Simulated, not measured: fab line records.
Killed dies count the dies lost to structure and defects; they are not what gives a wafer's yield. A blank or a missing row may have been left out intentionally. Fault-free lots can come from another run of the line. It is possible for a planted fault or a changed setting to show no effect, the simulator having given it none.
Which tool was responsible? | flow sky130 | 42 wafers from 14 lots sampled at 4 of the route's 708 steps

WHAT EACH GAUGE READ, for each wafer
SKY_VIA1_CD_MEAS_12: the cd target is 150 nm.
lot  | measured     | on        | cd_nm (nm)
L172 | day 33 16:12 | cd_sem-02 | 150.3 151.4 150.5
L173 | day 34 10:32 | cd_sem-02 | 154.1 151.9 151.8
L174 | day 34 11:08 | cd_sem-01 | 147.3 147.3 148.9
L175 | day 35 01:22 | cd_sem-01 | 152.0 150.8 150.8
L176 | day 36 07:06 | cd_sem-02 | 149.6 148.5 150.1
L177 | day 36 07:17 | cd_sem-02 | 151.0 153.5 150.3
L178 | day 36 08:01 | cd_sem-01 | 151.3 149.9 150.1
L179 | day 36 09:55 | cd_sem-02 | 152.3 151.6 150.5
L180 | day 36 14:46 | cd_sem-01 | 152.1 153.2 151.2
L185 | day 38 08:26 | cd_sem-02 | 149.8 151.9 150.0
L187 | day 39 04:18 | cd_sem-01 | 149.9 148.7 151.3
L191 | day 39 22:12 | cd_sem-01 | 150.2 148.9 148.7
L193 | day 40 12:56 | cd_sem-02 | 149.9 150.1 149.8
L194 | day 42 15:59 | cd_sem-01 | 154.1 153.2 153.7

SKY_METAL2_THK_MEAS_06: measures by xrf.
lot  | measured     | on            | METAL2_ALCU_THK (nm)
L172 | day 33 17:55 | film_metro-01 | 255.2 248.9 251.2
L173 | day 34 12:19 | film_metro-01 | 255.1 255.3 250.9
L174 | day 34 12:56 | film_metro-02 | 262.5 258.6 258.7
L175 | day 35 03:06 | film_metro-02 | 251.7 249.9 252.4
L176 | day 36 08:49 | film_metro-01 | 254.2 258.2 257.6
L177 | day 36 09:05 | film_metro-02 | 250.8 256.3 254.4
L178 | day 36 09:44 | film_metro-01 | 253.5 254.2 255.8
L179 | day 36 11:41 | film_metro-03 | 254.8 254.3 258.3
L180 | day 36 16:32 | film_metro-02 | 255.1 255.8 253.3
L191 | day 39 23:59 | film_metro-01 | 251.7 256.5 250.2
L193 | day 40 14:40 | film_metro-01 | 257.9 257.9 258.3
L194 | day 42 17:47 | film_metro-03 | 256.0 254.8 253.2

WHICH TOOL RAN EACH LOT (tool, then ch and the chambers of the sampled wafers, then the start)
lot  | SKY_METAL1_STRIP_20                  | SKY_VIA1_CMP_24
L172 | plasma_asher-03 ch 0, day 32 12:37   | cmp-02 ch 0,1,3, day 33 17:27
L173 | plasma_asher-03 ch 0,1, day 33 06:46 | cmp-02 ch 0,1,2, day 34 11:49
L174 | plasma_asher-02 ch 0,1, day 33 07:40 | cmp-02 ch 0,1,2, day 34 12:25
L175 | plasma_asher-04 ch 0,1, day 33 21:59 | cmp-02 ch 0,3, day 35 02:31
L176 | plasma_asher-02 ch 0,1, day 35 04:11 | cmp-01 ch 0,1,2, day 36 08:20
L177 | plasma_asher-02 ch 0,1, day 35 04:41 | cmp-02 ch 0,2,3, day 36 08:39
L178 | plasma_asher-03 ch 0, day 35 05:01   | cmp-01 ch 0,2,3, day 36 09:17
L179 | plasma_asher-02 ch 0,1, day 35 06:52 | cmp-02 ch 0,2,3, day 36 11:13
L180 | plasma_asher-02 ch 0,1, day 35 12:31 | cmp-01 ch 0,3, day 36 15:56
L185 | plasma_asher-02 ch 0,1, day 37 04:46 | cmp-02 ch 0,1, day 38 09:35
L187 | plasma_asher-04 ch 0,1, day 38 01:54 | cmp-02 ch 0,3, day 39 05:28
L191 | plasma_asher-04 ch 0,1, day 38 20:19 | cmp-01 ch 1,2,3, day 39 23:31
L193 | plasma_asher-03 ch 0,1, day 39 10:56 | cmp-01 ch 0,1,2, day 40 14:13
L194 | plasma_asher-03 ch 0,1, day 41 15:46 | cmp-01 ch 0,1, day 42 17:17
- SKY_METAL1_STRIP_20: strips in O2/N2.
- SKY_VIA1_CMP_24: polishes, stops on SiO2, t overpolish 15 s, target thk 0 nm.

WHAT THE TOOLS THEMSELVES READ (means of the sampled wafers that have a number; where no wafer has one, the mark that the record gives instead)
SKY_METAL1_STRIP_20.
lot  | tool            | drypump_motor_current_A (A) | n2_flow_sccm (sccm) | oes_product_au (a.u.) | strip_time_to_endpoint_s (s)
L172 | plasma_asher-03 | 5.4                         | 298.5               | 0.340                 | 2.631
L173 | plasma_asher-03 | 5.8                         | 299.2               | 0.343                 | 2.673
L174 | plasma_asher-02 | 6.2                         | 299.8               | 0.339                 | 2.684
L175 | plasma_asher-04 | 5.4                         | 299.8               | 0.336                 | 2.654
L176 | plasma_asher-02 | 6.2                         | 299.8               | 0.340                 | 2.675
L177 | plasma_asher-02 | 6.1                         | 300.0               | 0.342                 | 2.644
L178 | plasma_asher-03 | 5.5                         | 300.2               | 0.342                 | 2.671
L179 | plasma_asher-02 | 6.1                         | 300.2               | 0.340                 | 2.680
L180 | plasma_asher-02 | 6.1                         | 299.9               | 0.339                 | 2.661
L185 | plasma_asher-02 | 6.2                         | 300.3               | 0.344                 | 2.640
L187 | plasma_asher-04 | 5.3                         | 300.0               | 0.342                 | 2.690
L191 | plasma_asher-04 | 5.2                         | 300.5               | 0.337                 | 2.645
L193 | plasma_asher-03 | 5.7                         | 300.8               | 0.340                 | 2.668
L194 | plasma_asher-03 | 5.7                         | 300.5               | 0.340                 | 2.635

SKY_VIA1_CMP_24.
lot  | tool   | head_pressure_psi (psi) | motor_current_A (A) | overpolish_run_s (s) | retaining_ring_pressure_frac | time_to_endpoint_s (s)
L172 | cmp-02 | 3.497                   | 11.9                | 15.003               | 0.999                        | 60.8
L173 | cmp-02 | 3.491                   | 11.6                | 15.007               | 0.998                        | 63.6
L174 | cmp-02 | 3.497                   | 11.6                | 15.006               | 1.006                        | 65.0
L175 | cmp-02 | 3.501                   | 12.4                | 15.000               | 0.997                        | 67.7
L176 | cmp-01 | 3.501                   | 12.1                | 15.001               | 1.006                        | 59.9
L177 | cmp-02 | 3.509                   | 11.3                | 15.007               | 1.000                        | 63.5
L178 | cmp-01 | 3.503                   | 12.9                | 15.009               | 0.996                        | 62.2
L179 | cmp-02 | 3.497                   | 12.0                | 15.000               | 1.007                        | 66.1
L180 | cmp-01 | 3.499                   | 12.6                | 14.991               | 0.997                        | 64.7
L185 | cmp-02 | 3.498                   | 11.0                | 0.041                | 1.004                        | 103.4
L187 | cmp-02 | 3.507                   | 12.2                | 0.041                | 1.006                        | 104.2
L191 | cmp-01 | 3.508                   | 11.9                | 15.004               | 0.996                        | 68.6
L193 | cmp-01 | 3.496                   | 12.1                | 14.994               | 1.001                        | 68.2
L194 | cmp-01 | 3.499                   | 13.0                | 15.010               | 1.000                        | 63.2

THE ANSWER, worked out from the rows above alone
Rule: the usual values come from the lots themselves. The widest of any qualifying gaps counts: lots, ordered by their means at a reading, are off when they make up no more than a third of the lots, leave a main group of 4 or more, and stand apart from it by 3 or more times the standard deviation of that group's means. A main group whose means are all the same, to the digits that the tables above print for the reading, isn't used. A lot without any number at a reading at which 4 lots or more have one is off too. Any other lot the step has rows for is counted as sound. After the gauges, taken in route order, come the tools' own readings; for these a lot's mean is taken, as printed above. The first step at which some lot is off is used, and at that step the reading that is off furthest; a lot without a number counts as furthest.
Off: L185, L187, at SKY_VIA1_CMP_24 (overpolish_run_s). The main group: mean 15.003 s, standard deviation 0.0056.
A tool fits if, at that step or a process step before it, it ran every lot that is off, and no sound lot after the first of them. One candidate fits, namely cmp-02 at SKY_VIA1_CMP_24. Its last sound lot is L179 (day 36 11:13), its first lot that is off L185 (day 38 09:35): a fault that began between those two fits.
The tool's own readings at SKY_VIA1_CMP_24 bear it out: on the lots that are off they differ by more than 5 times the standard deviation of the sound lots' means. overpolish_run_s reads 0.041 s there against 15.003 s on the sound lots; time_to_endpoint_s reads 103.8 s there against 64.5 s on the sound lots.

WHAT WAS PUT IN BY THE SIMULATOR
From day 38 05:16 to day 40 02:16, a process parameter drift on cmp-02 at SKY_VIA1_CMP_24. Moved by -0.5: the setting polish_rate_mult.
Struck lots among those shown: L185, L187. The rule given above showed the same thing.
